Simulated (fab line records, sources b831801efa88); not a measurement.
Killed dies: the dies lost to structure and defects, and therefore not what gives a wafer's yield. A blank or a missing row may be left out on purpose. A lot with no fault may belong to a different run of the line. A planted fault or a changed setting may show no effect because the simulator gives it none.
Matching of chambers | flow gf180mcu | GF_V3_CVD_02 on pecvd-02 has 3 sister chambers
The step deposits SiO2 from TEOS, target thk 850 nm, time 94.851 s. 6 wafers are shown with their chamber, then 8 later ones without.

## WAFERS, EACH WITH ITS CHAMBER
wafer  | chamber | heater_power_w (W) | susceptor_temp_C (C)
L080.1 | 0       | 650                | 399.99
L087.5 | 1       | 522                | 400.34
L090.1 | 1       | 555                | 400.02
L090.2 | 2       | 625                | 399.95
L090.3 | 0       | 705                | 399.78
L093.1 | 2       | 705                | 399.98

## WAFERS WITHOUT THEIR CHAMBER
wafer  | heater_power_w (W) | susceptor_temp_C (C)
L093.5 | 586                | 399.96
L093.6 | 571                | 399.64
L095.1 | 673                | 400.16
L095.3 | 502                | 400.01
L095.6 | 553                | 399.79
L096.1 | 526                | 399.68
L096.3 | 712                | 400.05
L096.6 | 575                | 400.06

## CHAMBER TAKEN BY EACH
wafer  | from the rows above          | in truth
L093.5 | can't be placed: 1 or 2 or 0 | 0
L093.6 | can't be placed: 0 or 2 or 1 | 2
L095.1 | can't be placed: 2 or 0 or 1 | 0
L095.3 | 1                            | 1
L095.6 | can't be placed: 1 or 2 or 0 | 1
L096.1 | can't be placed: 1 or 2 or 0 | 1
L096.3 | can't be placed: 2 or 0      | 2
L096.6 | can't be placed: 1 or 2 or 0 | 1
Correct placement for 1 of the 8. From these rows, 7 cannot be placed; in 7 the true chamber is one of the candidates. Number placed wrongly: 0.
How it was worked out, from the rows above alone: a wafer's distance from a chamber is the root of the sum, over the readings, of the square of ((its reading less the chamber's mean) divided by the reading's scatter). The wafer belongs to the nearest chamber; if the next one is less than 2 further off, it can't be placed. A chamber's mean is the mean of its shown wafers. The scatter: the root of (the sum of the squares of (reading less its chamber's mean) over the shown wafers, divided by (wafers less chambers)).
